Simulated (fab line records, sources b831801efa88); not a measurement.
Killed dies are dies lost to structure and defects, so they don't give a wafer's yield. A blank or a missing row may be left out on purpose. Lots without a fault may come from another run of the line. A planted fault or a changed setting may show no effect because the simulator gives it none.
Which tool did it? | flow sky130 | 12 lots, 36 wafers sampled, at 3 steps of a route of 708

WHAT THE GAUGES READ, wafer by wafer
SKY_VIA4_THK_MEAS_01. Usual: VIA4_HDPCVD_THK 1751 nm, standard deviation 19.
lot  | measured     | on            | VIA4_HDPCVD_THK (nm) | flag
L746 | day 41 10:26 | film_metro-03 | 1757 1777 1732       |
L747 | day 41 16:50 | film_metro-01 | 1727 1727 1718       |
L750 | day 42 14:15 | film_metro-01 | 1775 1756 1764       |
L751 | day 44 06:41 | film_metro-04 | 1757 1749 1751       |
L756 | day 44 09:55 | film_metro-01 | 1378 1381 1400       | OFF
L755 | day 44 13:36 | film_metro-01 | 1713 1754 1731       |
L758 | day 45 01:39 | film_metro-01 | 1382 1390 1391       | OFF
L757 | day 45 07:58 | film_metro-01 | 1383 1385 1422       | OFF
L763 | day 47 04:07 | film_metro-04 | 1717 1749 1731       |
L767 | day 47 23:02 | film_metro-01 | 1756 1750 1758       |
L768 | day 48 00:53 | film_metro-04 | 1737 1749 1768       |
L769 | day 48 12:32 | film_metro-04 | 1776 1760 1764       |

WHICH TOOL RAN EACH LOT (tool, then ch and the chambers of the sampled wafers, then the start)
lot  | SKY_METAL3_ETCH_17                 | SKY_VIA4_HDPCVD_00
L746 | rie_diel-02 ch 0,2,3, day 38 04:35 | hdpcvd-02 ch 0,1,2, day 41 10:14
L747 | rie_diel-03 ch 0,2,3, day 38 13:27 | hdpcvd-02 ch 0,1,2, day 41 16:38
L750 | rie_diel-02 ch 0,2,3, day 39 09:26 | hdpcvd-01 ch 0,1,2, day 42 14:04
L751 | rie_diel-02 ch 1,2,3, day 41 03:00 | hdpcvd-01 ch 0,1, day 44 06:29
L756 | rie_diel-04 ch 1,3, day 41 08:30   | hdpcvd-01 ch 1,2, day 44 09:44
L755 | rie_diel-03 ch 1,3, day 41 13:52   | hdpcvd-02 ch 0,1, day 44 13:25
L758 | rie_diel-04 ch 0,2,3, day 42 01:03 | hdpcvd-01 ch 0,1, day 45 01:28
L757 | rie_diel-02 ch 0,3, day 42 06:49   | hdpcvd-01 ch 0,1,2, day 45 07:51
L763 | rie_diel-04 ch 1,3, day 44 08:09   | hdpcvd-02 ch 0,1,2, day 47 03:56
L767 | rie_diel-03 ch 0,1,3, day 45 05:07 | hdpcvd-02 ch 0,2, day 47 22:50
L768 | rie_diel-02 ch 0,1,2, day 45 05:54 | hdpcvd-02 ch 0,1,2, day 48 00:43
L769 | rie_diel-02 ch 0,1,3, day 45 20:53 | hdpcvd-01 ch 0,1,2, day 48 12:21
- SKY_METAL3_ETCH_17: etches SiO2 in C4F8/O2/Ar, stops on TiN, time 3.9 s, target depth 15 nm.
- SKY_VIA4_HDPCVD_00: deposits SiO2, target thk 1750 nm, time 291.7 s.

WHAT THE TOOLS THEMSELVES READ (means of the sampled wafers that have a number; where no wafer has one, the mark that the record gives instead)
SKY_METAL3_ETCH_17. Usual: oes_product_au 0.754 a.u., standard deviation 0.0069.
lot  | tool        | oes_product_au (a.u.) | flag
L746 | rie_diel-02 | 0.754                 |
L747 | rie_diel-03 | 0.758                 |
L750 | rie_diel-02 | 0.758                 |
L751 | rie_diel-02 | 0.755                 |
L756 | rie_diel-04 | 0.756                 |
L755 | rie_diel-03 | 0.760                 |
L758 | rie_diel-04 | 0.755                 |
L757 | rie_diel-02 | 0.758                 |
L763 | rie_diel-04 | 0.753                 |
L767 | rie_diel-03 | 0.758                 |
L768 | rie_diel-02 | 0.756                 |
L769 | rie_diel-02 | 0.744                 |

THE ANSWER, worked out from the rows above alone
Rule: a lot is off if the mean of its wafers that have a number lies more than 3 standard deviations from the usual mean. A lot without any number at a reading at which 4 lots or more have one is off too. The other lots that the step has rows for count as sound. The gauges are gone through in route order, then the tools' own readings, and for those a lot's mean is taken as printed above. The first step at which some lot is off is used, and at that step the reading that is off furthest; a lot without a number counts as furthest.
Off: L756, L758, L757, at SKY_VIA4_THK_MEAS_01 (VIA4_HDPCVD_THK).
A tool fits if, at a process step before that reading, it ran every lot that is off, and no sound lot after the first of them. The gauges at SKY_VIA4_THK_MEAS_01 are tried like those tools. None of those tried fits.

WHAT THE SIMULATOR HAD PUT IN
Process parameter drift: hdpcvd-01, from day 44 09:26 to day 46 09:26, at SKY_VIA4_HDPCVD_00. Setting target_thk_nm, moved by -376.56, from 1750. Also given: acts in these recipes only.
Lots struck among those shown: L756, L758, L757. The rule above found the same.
